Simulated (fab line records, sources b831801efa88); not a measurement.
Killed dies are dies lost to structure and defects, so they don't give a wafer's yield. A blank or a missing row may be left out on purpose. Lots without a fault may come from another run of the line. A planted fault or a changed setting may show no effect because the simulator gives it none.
Chamber matching | flow gf180mcu | GF_CONTACT_CMP_27 on cmp-01: 4 sister chambers
The step polishes, stops on SiO2, t overpolish 15 s, target thk 0 nm. 14 wafers are shown with their chamber, then 7 later ones without.

WAFERS WITH THEIR CHAMBER
wafer  | chamber | motor_current_A (A) | time_to_endpoint_s (s) | overpolish_run_s (s)
L952.2 | 3       | 10.5                | 72                     | 15.008
L952.3 | 0       | 12.0                | 71                     | 14.988
L952.6 | 0       | 12.2                | 71                     | 15.005
L953.1 | 1       | 10.2                | 65                     | 14.991
L953.2 | 3       | 10.5                | 71                     | 15.003
L953.4 | 0       | 11.9                | 69                     | 15.004
L954.2 | 2       | 11.1                | 77                     | 15.000
L954.5 | 2       | 12.1                | 72                     | 15.012
L954.6 | 1       | 11.1                | 64                     | 15.011
L957.3 | 0       | 12.1                | 69                     | 14.983
L957.4 | 3       | 10.1                | 69                     | 14.981
L957.6 | 0       | 11.2                | 65                     | 15.005
L960.1 | 1       | 11.0                | 69                     | 15.000
L960.3 | 0       | 11.9                | 73                     | 14.981

SIGNATURES (means of the wafers above)
reading            | chamber 0 | chamber 1 | chamber 2 | chamber 3 | scatter within a chamber
motor_current_A    | 11.883    | 10.767    | 11.600    | 10.367    | 0.415
time_to_endpoint_s | 69.67     | 66.00     | 74.50     | 70.67     | 2.62
overpolish_run_s   | 14.99433  | 15.00067  | 15.00600  | 14.99733  | 0.0116
Rule: a wafer's distance from a chamber is the root of the sum, over the readings, of the square of ((its reading less the chamber's mean) divided by the reading's scatter). The wafer belongs to the nearest chamber; if the next one is less than 2 further off, it can't be placed. The scatter: the root of (the sum of the squares of (reading less its chamber's mean) over the shown wafers, divided by (wafers less chambers)).

WAFERS WITHOUT THEIR CHAMBER
wafer  | motor_current_A (A) | time_to_endpoint_s (s) | overpolish_run_s (s)
L960.5 | 12.2                | 73                     | 14.990
L963.3 | 10.0                | 64                     | 15.004
L963.4 | 12.2                | 73                     | 15.009
L963.6 | 10.1                | 66                     | 14.997
L969.1 | 12.4                | 68                     | 14.997
L969.3 | 11.7                | 77                     | 15.008
L969.5 | 10.2                | 70                     | 14.996

WHICH CHAMBER EACH WENT THROUGH
wafer  | from the rows above     | in truth
L960.5 | can't be placed: 0 or 2 | 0
L963.3 | can't be placed: 1 or 3 | 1
L963.4 | can't be placed: 2 or 0 | 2
L963.6 | can't be placed: 1 or 3 | 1
L969.1 | can't be placed: 0 or 2 | 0
L969.3 | 2                       | 2
L969.5 | can't be placed: 3 or 1 | 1
Placed correctly: 1 of 7. Can't be placed from these rows: 6 (the true chamber is among the candidates in 6). Placed wrongly: 0.
